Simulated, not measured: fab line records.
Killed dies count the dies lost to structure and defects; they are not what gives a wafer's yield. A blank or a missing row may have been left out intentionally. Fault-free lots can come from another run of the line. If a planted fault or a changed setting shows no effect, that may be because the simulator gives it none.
A struck lot beside a sound one | flow sky130 | 15 steps out of a route of 708
Sound: these wafers, L572.2, L572.3, L572.5. Struck: wafer L583.5. (L583.2, L583.3 of the same lot were not struck and are left out.) The cause comes at the end.
Each step with rows lists, per side, the tool, then ch with its chambers, then its first start. Under that, the readings that differ: sound wafers | struck wafers | difference of the means | sigmas: that difference in standard deviations of wafers without a fault.
alike: same words and numbers on both sides, and readings whose means sit less than 2 such deviations apart. not compared: any withheld reading, any reading some wafer has no value for, any bound like >300 that may hide the same value, and any number with overlapping values for which the record gives no deviation.
Wherever a step has rows on one side only, a row that says differs or no value, or a row with sigmas, the two part there. Non-overlapping numbers with no deviation appear without sigmas and do not part them. Lack of a reading on every wafer of one side parts them only where that side has two or more wafers.

SKY_VIA2_OVL_MEAS_13:
  struck on overlay-02, day 40 09:29; sound on overlay-02, day 36 20:02
  reading       | sound    | struck | difference | sigmas
  VIA2_OVL (nm) | -17 0 -6 | 7      | +15        | +3
SKY_VIA2_ETCH_14: etches BARC in N2/H2, stops on SiO2, time 45.9 s, target depth 60 nm.
  sound on rie-diel-01 ch 0,1,2, day 36 20:04; struck on rie-diel-03 ch 1, day 40 09:31
  reading            | sound             | struck | difference | sigmas
  rf-fwd-power-W (W) | 495.5 496.9 495.4 | 490.6  | -5.3       | -3
  alike: chamber-pressure-mTorr, drypump-motor-current-A, oes-product-au, throttle-valve-pct
  not compared: rf-hours-counter-h
SKY_VIA2_ETCH_15: etches SiO2 in C4F8/O2/Ar, stops on TiN, target depth 546 nm, time 84 s.
  sound on rie-diel-01 ch 0,1,2, day 36 20:07; struck on rie-diel-03 ch 1, day 40 09:34
  alike: chamber-pressure-mTorr, oes-product-au, rf-fwd-power-W
  not compared: rf-hours-counter-h
SKY_VIA2_STRIP_16: strips in O2/N2.
  sound on plasma-asher-01 ch 0,1, day 36 20:10; struck on plasma-asher-01 ch 1, day 40 09:37
  reading               | sound             | struck | difference | sigmas
  oes-product-au (a.u.) | 0.400 0.390 0.398 | 0.385  | -0.011     | -2
  alike: chamber-pressure-mTorr, drypump-motor-current-A, strip-time-to-endpoint-s
  not compared: rf-hours-counter-h
then, 4 steps without rows for these wafers: SKY_VIA2_STRIP_17 (strips in post etch residue remover, time 1200 s); SKY_VIA2_CLEAN_18 (cleans in IPA, time 180 s); SKY_VIA2_CLEAN_19 (cleans in O3/DIW); SKY_VIA2_SPUTTER_20 (material TiN, target thk 20 nm, time 80 s).
SKY_VIA2_CVD_21: deposits W, target thk 420 nm, time 126.4 s.
  sound on cvd-w-01 ch 0,1, day 36 20:53; struck on cvd-w-01 ch 1, day 40 10:17
  alike: heater-power-w
SKY_VIA2_RS_MEAS_22: measures by four-point-probe.
  struck on film-metro-01, day 40 10:26; sound on film-metro-02, day 36 21:02
  alike: VIA2_W_RS
SKY_VIA2_THK_MEAS_23: measures by xrf.
  struck on film-metro-01, day 40 10:32; sound on film-metro-02, day 36 21:08
  alike: VIA2_W_THK
SKY_VIA2_CMP_24: polishes, stops on SiO2, t overpolish 20 s, target thk 0 nm.
  sound on cmp-01 ch 0,1,2, day 36 21:11; struck on cmp-01 ch 2, day 40 10:42
  alike: head-pressure-psi, motor-current-A, overpolish-run-s, time-to-endpoint-s
SKY_METAL3_SPUTTER_00: material Ti, target thk 15 nm, time 10 s.
  struck on pvd-sputter-03, day 40 10:57; sound on pvd-sputter-01, day 36 21:29
  reading                                   | sound             | struck | difference | sigmas
  model.Ti_of_METAL3_SPUTTER_00.thk-nm (nm) | 15.37 14.97 15.15 | 22.71  | +7.55      |
  alike: throttle-valve-pct
then, 2 steps without rows for these wafers: SKY_METAL3_SPUTTER_01 (material TiN, target thk 20 nm, time 16.7 s); SKY_PAD_OPEN_PROBE_99.

WHERE THEY PART
At SKY_VIA2_OVL_MEAS_13 first; at SKY_VIA2_STRIP_16 last (within this record only). Later steps at which nothing parts them and some readings are alike: SKY_VIA2_CVD_21, SKY_VIA2_RS_MEAS_22, SKY_VIA2_THK_MEAS_23, SKY_VIA2_CMP_24, SKY_METAL3_SPUTTER_00.

WHY: what had been put in by the simulator
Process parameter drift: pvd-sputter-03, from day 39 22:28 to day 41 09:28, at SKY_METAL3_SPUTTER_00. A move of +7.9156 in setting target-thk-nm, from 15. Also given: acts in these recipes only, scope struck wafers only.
